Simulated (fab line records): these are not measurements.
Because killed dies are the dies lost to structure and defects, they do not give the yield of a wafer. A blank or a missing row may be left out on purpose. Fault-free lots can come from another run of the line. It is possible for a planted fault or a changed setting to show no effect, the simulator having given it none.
A lot that was struck, set against a sound lot ; flow sky130 ; 15 steps out of a route of 708
Sound: wafers L259.2, L259.3, L259.6. Struck: wafer L268.3 (L268.4, L268.6, from the same lot, were not struck and are left out); the cause is given at the end.
Per side, at each step with rows, come the tool, then ch with its chambers, and then its first start. Under that, the readings that differ: sound wafers ; struck wafers ; difference of the means ; sigmas: that difference in standard deviations of wafers without a fault.
alike: readings with means less than 2 such deviations apart, plus words and numbers identical on both sides. not compared: withheld readings, readings lacking a value on some wafer, bounds such as >300 that could conceal the same value, and numbers that have no deviation in the record and whose values overlap.
A row with sigmas, a row that says differs or no value, or rows on one side alone: a step with any of these is where the two part. Numbers that have no deviation but don't overlap get no sigmas and don't part them. A reading missing from all wafers of one side parts the sides only when that side holds two or more wafers.

SKY_VIA1_OVL_MEAS_13:
  sound: overlay-02 at day 34 05:42; struck: overlay-01 at day 37 05:01
  alike: VIA1_OVL
SKY_VIA1_ETCH_14: etches BARC in N2/H2, stops on SiO2, time 45.9 s, target depth 60 nm.
  sound on rie_diel-01 ch 0,1, day 34 05:44; struck on rie_diel-01 ch 3, day 37 05:02
reading;sound;struck;difference;sigmas
bias_w (W);100.00 100.43 100.31;99.59;-0.66;-3
  alike: drypump_motor_current_A, oes_product_au, throttle_valve_pct
  not compared: rf_hours_counter_h
then, 1 step without rows for these wafers: SKY_VIA1_ETCH_15 (etches SiO2 in C4F8/O2/Ar, stops on TiN, target depth 351 nm, time 54 s).
SKY_VIA1_STRIP_16: strips in O2/N2.
  sound on plasma_asher-04 ch 1, day 34 05:49; struck on plasma_asher-02 ch 0, day 37 05:10
  alike: drypump_motor_current_A, oes_product_au, strip_time_to_endpoint_s
  not compared: rf_hours_counter_h
then, 3 steps without rows for these wafers: SKY_VIA1_STRIP_17 (strips in post etch residue remover, time 1200 s); SKY_VIA1_CLEAN_18 (cleans in IPA, time 180 s); SKY_VIA1_CLEAN_19 (cleans in O3/DIW).
SKY_VIA1_SPUTTER_20: material TiN, target thk 20 nm, time 80 s.
  sound: pvd_sputter-02 at day 34 06:30; struck: pvd_sputter-02 at day 37 05:44
reading;sound;struck;difference;sigmas
throttle_valve_pct (%);30.4 30.0 30.1;32.6;+2.4;+2
  alike: cathode_dc_power_W, chamber_pressure_pa
SKY_VIA1_CVD_21: deposits W, target thk 270 nm, time 80.902 s.
  sound on cvd_w-02 ch 0,1, day 34 06:34; struck on cvd_w-01 ch 1, day 37 05:49
  alike: heater_power_outer_w, heater_power_w
SKY_VIA1_RS_MEAS_22: uses a four-point probe to measure.
  sound: film_metro-02 at day 34 06:40; struck: film_metro-02 at day 37 05:55
  alike: VIA1_W_RS
SKY_VIA1_THK_MEAS_23: measures by xrf.
  sound: film_metro-02 at day 34 06:47; struck: film_metro-02 at day 37 06:01
  alike: VIA1_W_THK
SKY_VIA1_CMP_24: polishes, stops on SiO2, t overpolish 15 s, target thk 0 nm.
  sound on cmp-02 ch 2,3, day 34 06:50; struck on cmp-02 ch 3, day 37 06:07
reading;sound;struck;difference;sigmas
time_to_endpoint_s (s);62.4 61.5 61.9;68.3;+6.4;+2
  alike: motor_current_A, overpolish_run_s
SKY_METAL2_SPUTTER_00: material Ti, target thk 15 nm, time 10 s.
  sound: pvd_sputter-03 at day 34 07:08; struck: pvd_sputter-03 at day 37 06:22
reading;sound;struck;difference;sigmas
cathode_dc_power_W (W);2998.2 2999.8 2999.5;2906.6;-92.6;-99 or more
model.Ti_of_METAL2_SPUTTER_00.thk_nm (nm);14.84 14.83 14.74;14.37;-0.43;
  alike: chamber_pressure_pa, throttle_valve_pct
then, 1 step without rows for these wafers: SKY_METAL2_SPUTTER_01 (material TiN, target thk 20 nm, time 16.7 s).
-- the record jumps here: 11 days lie between the struck wafers' starts before and after (it left off in module METAL2 and takes up again in module PAD_OPEN, whose first step shown is number 708 of the route) --
SKY_PAD_OPEN_PROBE_99:
  rows exist in the record for the struck wafers here (prober-01, day 48 05:37), but not for the sound ones

== WHERE THEY PART ==
At SKY_VIA1_ETCH_14 first; at SKY_PAD_OPEN_PROBE_99 last (within this record only).

WHY: what the simulator had put in
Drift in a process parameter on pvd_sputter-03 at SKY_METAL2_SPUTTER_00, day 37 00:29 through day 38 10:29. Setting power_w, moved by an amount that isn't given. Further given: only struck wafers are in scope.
